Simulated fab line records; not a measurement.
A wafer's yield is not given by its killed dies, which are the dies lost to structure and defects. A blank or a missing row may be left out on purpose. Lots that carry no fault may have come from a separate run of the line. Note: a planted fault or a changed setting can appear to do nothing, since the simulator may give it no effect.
A single fault, viewed from 2 desks + flow gf180mcu + numbers are kept per desk, each desk with only its own; the story behind them comes last

== AT THE TOOL OWNER'S DESK: rieDiel-03 ==
The tool's own readings at GF_CONTACT_ETCH_16 (etches BARC in N2/H2): means of the sampled wafers that have a number, for each lot that ran on this tool. A lot is out of limits, marked OUT, if its mean lies more than 4 standard deviations from the usual mean; the brackets give that distance.
Columns: A = drypumpMotorCurrentA at GF_CONTACT_ETCH_16, usual 5.7 A; B = oesProductAu at GF_CONTACT_ETCH_16, usual 0.853 a.u.; C = throttleValvePct at GF_CONTACT_ETCH_16, usual 13.225 %
| lot  | first seen here | A   | B     | C      |
|------|-----------------|-----|-------|--------|
| L565 | day 16 07:55    | 5.7 | 0.850 | 13.224 |
| L569 | day 17 18:06    | 5.4 | 0.859 | 13.222 |
| L574 | day 19 16:24    | 5.4 | 0.856 | 13.227 |
| L576 | day 20 07:20    | 5.6 | 0.851 | 13.219 |
| L587 | day 23 19:28    | 5.3 | 0.850 | 13.228 |
Finding of this desk: none of the 5 lots has anything out of limits.

== THE METROLOGY DESK ==
What the gauges read, lot by lot, whatever tool the lot ran on: means of the sampled wafers that have a number. A lot is out of limits, marked OUT, if its mean lies more than 4 standard deviations from the usual mean; the brackets give that distance. Of its 9 readings 7 are shown: those that lie furthest out on some lot.
Columns: A = CONTACT_BOW at GF_CONTACT_BOW_MEAS_05, usual 66 um; B = cdNm at GF_CONTACT_CD_MEAS_14, usual 220.4 nm; C = CONTACT_OVL at GF_CONTACT_OVL_MEAS_15, usual 3 nm; D = CONTACT_W_THK at GF_CONTACT_THK_MEAS_26, usual 301 nm; E = M1_ALCU_RS at GF_M1_RS_MEAS_05, usual 0.0696 ohm/sq; F = cdNm at GF_M1_CD_MEAS_14, usual 229.7 nm; G = M1_OVL at GF_M1_OVL_MEAS_15, usual 2 nm
| lot  | first seen here | A  | B     | C  | D   | E      | F     | G  |
|------|-----------------|----|-------|----|-----|--------|-------|----|
| L565 | day 15 09:25    | 60 | 220.4 | 6  | 302 | 0.0697 | 229.0 | 10 |
| L569 | day 16 18:49    | 63 | 221.1 | 2  | 307 | 0.0694 | 231.0 | -1 |
| L574 | day 18 15:49    | 61 | 219.0 | -2 | 293 | 0.0706 | 231.3 | 3  |
| L576 | day 19 07:10    | 62 | 221.7 | -3 | 307 | 0.0700 | 229.6 | -4 |
| L587 | day 22 20:41    | 70 | 220.9 | 7  | 299 | 0.0689 | 230.3 | 5  |
| L588 | day 23 03:13    | 69 | 221.6 | -2 | 304 | 0.0698 | 229.5 | -3 |
Finding of this desk: none of the 6 lots has anything out of limits.

== PUT TOGETHER ==
The tool owner's desk saw nothing out of limits.
Metrology desk: nothing out of limits seen.

== WHAT THE SIMULATOR HAD PUT IN ==
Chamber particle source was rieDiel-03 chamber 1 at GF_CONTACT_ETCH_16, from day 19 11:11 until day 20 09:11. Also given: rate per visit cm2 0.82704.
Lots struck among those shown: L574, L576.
